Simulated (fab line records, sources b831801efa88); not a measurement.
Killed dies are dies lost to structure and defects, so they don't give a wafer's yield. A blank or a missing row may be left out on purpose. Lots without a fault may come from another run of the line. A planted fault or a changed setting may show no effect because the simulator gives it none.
A struck lot beside a sound one | flow sfq_line | 42 steps out of a route of 325
Sound: wafers L253.1, L253.4, L253.5. Struck: wafer L261.1. (L261.3, L261.4 of the same lot were not struck and are left out.) The cause comes at the end.
At each step with rows: each side's tool, then ch and its chambers, then its first start. Under that, the readings that differ: sound wafers | struck wafers | difference of the means | sigmas: that difference in standard deviations of wafers without a fault.
alike: readings whose means differ by less than 2 such deviations, and words and numbers that are the same on both sides. not compared: withheld readings, readings that some wafer has no value for, bounds like >300 that may hide the same value, and numbers for which the record gives no deviation and whose values overlap.
The two part at a step that has a row with sigmas, a row that says differs or no value, or rows on one side only. Numbers that don't overlap but have no deviation are shown without sigmas and don't part them. A reading that every wafer of one side lacks parts them only if that side has two wafers or more.

first, 6 steps without rows for these wafers: SFQ_TRILAYER_M2_LITHO_COAT_062 (resist thk 62 nm); SFQ_TRILAYER_M2_LITHO_COAT_057 (resist thk 600 nm); SFQ_TRILAYER_M2_LITHO_SOFTBAKE_061; SFQ_TRILAYER_M2_LITHO_EXPOSE_058 (exposes mask M2, target cd 500 nm); SFQ_TRILAYER_M2_LITHO_PEB_060 (peb time 60 s); SFQ_TRILAYER_M2_LITHO_DEVELOP_059 (time 60 s).
SFQ_M2_OVL_MEAS_916:
  sound on overlay-01, day 25 00:46; struck on overlay-01, day 35 07:31
  alike: M2_OVL
then, 4 steps without rows for these wafers: SFQ_TRILAYER_M2_BARC_OPEN_METAL_ETCH_077 (etches BARC in O2, target depth 125 nm, time 41.7 s); SFQ_TRILAYER_M2_ETCH_METAL_ETCH_060 (etches Nb in Cl2/Ar, stops on SiO2, target depth 240 nm, time 120 s); SFQ_TRILAYER_M2_STRIP_STRIP_061 (strips in O2); SFQ_TRILAYER_M2_STRIP_SOLV_CLEAN_062 (cleans in NMP, time 600 s).
SFQ_TRILAYER_I2_DEP_PECVD_063: deposits SiO2 from SiH4/N2O, time 111.11 s, target thk 500 nm.
  sound on pecvd-02 ch 0,1, day 25 02:07; struck on pecvd-02 ch 2, day 35 08:30
  alike: heater_power_w, rf_fwd_power_W, throttle_valve_pct
SFQ_TRILAYER_I2_CMP_CMP_064: polishes SiO2.
  sound on cmp-01 ch 2,3, day 25 06:14; struck on cmp-01 ch 1, day 35 13:47
  reading                                             | sound           | struck | difference | sigmas
  time_to_endpoint_s (s)                              | 216 207 215     | 238    | +25        | +4
  model.SiO2_of_TRILAYER_I2_DEP_PECVD_063.thk_nm (nm) | 199.6 199 200.3 | 181.2  | -18.4      |
  alike: head_pressure_psi, motor_current_A
SFQ_I2_BOW_MEAS_917:
  sound on film_metro-02, day 25 09:14; struck on film_metro-02, day 35 15:47
  alike: I2_BOW
SFQ_TRILAYER_I2_METRO_MEASURE_065:
  sound on film_metro-02, day 25 09:22; struck on film_metro-02, day 35 15:54
  reading     | sound             | struck | difference | sigmas
  thk_nm (nm) | 199.8 198.8 200.2 | 181.1  | -18.5      | -20
then, 6 steps without rows for these wafers: SFQ_TRILAYER_I2_VIA_LITHO_COAT_072 (resist thk 62 nm); SFQ_TRILAYER_I2_VIA_LITHO_COAT_067 (resist thk 650 nm); SFQ_TRILAYER_I2_VIA_LITHO_SOFTBAKE_071; SFQ_TRILAYER_I2_VIA_LITHO_EXPOSE_068 (exposes mask I2, target cd 500 nm); SFQ_TRILAYER_I2_VIA_LITHO_PEB_070 (peb time 60 s); SFQ_TRILAYER_I2_VIA_LITHO_DEVELOP_069 (time 60 s).
-- the record jumps here: 5 days lie between the struck wafers' starts before and after --
SFQ_I2_OVL_MEAS_918:
  sound on overlay-02, day 30 21:44; struck on overlay-02, day 41 01:07
  reading     | sound    | struck | difference | sigmas
  I2_OVL (nm) | -3 10 -2 | -11    | -13        | -2
then, 1 step without rows for these wafers: SFQ_TRILAYER_I2_VIA_BARC_OPEN_VIA_ETCH_096 (etches BARC in O2, target depth 125 nm, time 41.7 s).
SFQ_TRILAYER_I2_VIA_ETCH_VIA_ETCH_070: etches SiO2 in CHF3, stops on Nb, target depth 260 nm.
  sound on rie_diel-03 ch 1,2, day 30 21:49; struck on rie_diel-03 ch 2, day 41 01:11
  reading                        | sound             | struck | difference | sigmas
  oes_product_au (a.u.)          | 0.855 0.843 0.858 | 0.805  | -0.047     | -9
  model.I2.feature_depth_nm (nm) | 199.6 199 200.3   | 181.2  | -18.4      |
  model.etch.depth_nm (nm)       | 199.6 199 200.3   | 181.2  | -18.4      |
  alike: drypump_motor_current_A, rf_fwd_power_W
SFQ_TRILAYER_I2_VIA_STRIP_STRIP_071: strips in O2.
  sound on rie_metal-01 ch 0, day 30 21:55; struck on rie_metal-02 ch 0, day 41 01:18
  alike: drypump_motor_current_A, oes_product_au
  not compared: rf_hours_counter_h
then, 1 step without rows for these wafers: SFQ_TRILAYER_I2_VIA_STRIP_SOLV_CLEAN_072 (cleans in NMP, time 600 s).
SFQ_TRILAYER_M3_DEP_PRE_CLEAN_074: time 22.5 s.
  sound on pvd_sputter-06, day 30 22:42; struck on pvd_sputter-06, day 41 02:04
  reading                                             | sound             | struck | difference | sigmas
  model.SiO2_of_TRILAYER_I2_DEP_PECVD_063.thk_nm (nm) | 192.1 191.5 192.8 | 173.7  | -18.4      |
SFQ_TRILAYER_M3_DEP_SPUTTER_073: material Nb, target thk 200 nm, time 133.3 s.
  sound on pvd_sputter-06, day 30 22:44; struck on pvd_sputter-06, day 41 02:06
  alike: cathode_dc_power_W, throttle_valve_pct
SFQ_M3_RS_MEAS_919: measures by four-point-probe.
  sound on film_metro-03, day 30 22:49; struck on film_metro-02, day 41 02:11
  alike: M3_NB_RS
then, 6 steps without rows for these wafers: SFQ_TRILAYER_M3_LITHO_COAT_080 (resist thk 62 nm); SFQ_TRILAYER_M3_LITHO_COAT_075 (resist thk 600 nm); SFQ_TRILAYER_M3_LITHO_SOFTBAKE_079; SFQ_TRILAYER_M3_LITHO_EXPOSE_076 (exposes mask M3, target cd 500 nm); SFQ_TRILAYER_M3_LITHO_PEB_078 (peb time 60 s); SFQ_TRILAYER_M3_LITHO_DEVELOP_077 (time 60 s).
-- the record jumps here: 5 days lie between the struck wafers' starts before and after --
SFQ_M3_OVL_MEAS_921:
  sound on overlay-01, day 36 23:21; struck on overlay-01, day 46 05:46
  alike: M3_OVL
SFQ_TRILAYER_M3_BARC_OPEN_METAL_ETCH_100: etches BARC in O2, target depth 125 nm, time 41.7 s.
  sound on rie_metal-02 ch 0,1, day 36 23:23; struck on rie_metal-04 ch 1, day 46 05:48
  reading                     | sound       | struck | difference | sigmas
  drypump_motor_current_A (A) | 5.6 5.6 6.4 | 5.0    | -0.9       | -2
  alike: oes_product_au, rf_fwd_power_W
  not compared: rf_hours_counter_h
then, 1 step without rows for these wafers: SFQ_TRILAYER_M3_ETCH_METAL_ETCH_078 (etches Nb in Cl2/Ar, stops on SiO2, target depth 240 nm, time 120 s).
SFQ_TRILAYER_M3_STRIP_STRIP_079: strips in O2.
  sound on rie_metal-02 ch 0,1, day 36 23:34; struck on rie_metal-04 ch 1, day 46 05:59
  reading                     | sound       | struck | difference | sigmas
  drypump_motor_current_A (A) | 5.6 5.6 6.4 | 5.0    | -0.9       | -2
  alike: oes_product_au
  not compared: rf_hours_counter_h
then, 2 steps without rows for these wafers: SFQ_TRILAYER_M3_STRIP_SOLV_CLEAN_080 (cleans in NMP, time 600 s); SFQ_TRILAYER_I3_DEP_PECVD_081 (deposits SiO2 from SiH4/N2O, time 111.11 s, target thk 500 nm).
-- the record jumps here: 35 days lie between the struck wafers' starts before and after --
SFQ_M8_BOW_MEAS_951:
  sound on film_metro-02, day 76 23:10; struck on film_metro-01, day 81 01:13
  reading                 | sound           | struck | difference | sigmas
  model.etest.i2.link_ohm | 1.97 1.971 1.97 | 1.954  | -0.016     |
  alike: M8_BOW

WHERE THEY PART
First at SFQ_TRILAYER_I2_CMP_CMP_064; last, within this record, at SFQ_TRILAYER_M3_STRIP_STRIP_079. Later steps at which nothing parts them and some readings are alike: SFQ_M8_BOW_MEAS_951.

WHY: what the simulator had put in
Process parameter drift: cmp-01, from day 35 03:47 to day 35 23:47, at SFQ_TRILAYER_I2_CMP_CMP_064. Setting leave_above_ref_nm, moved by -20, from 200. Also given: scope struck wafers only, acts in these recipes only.
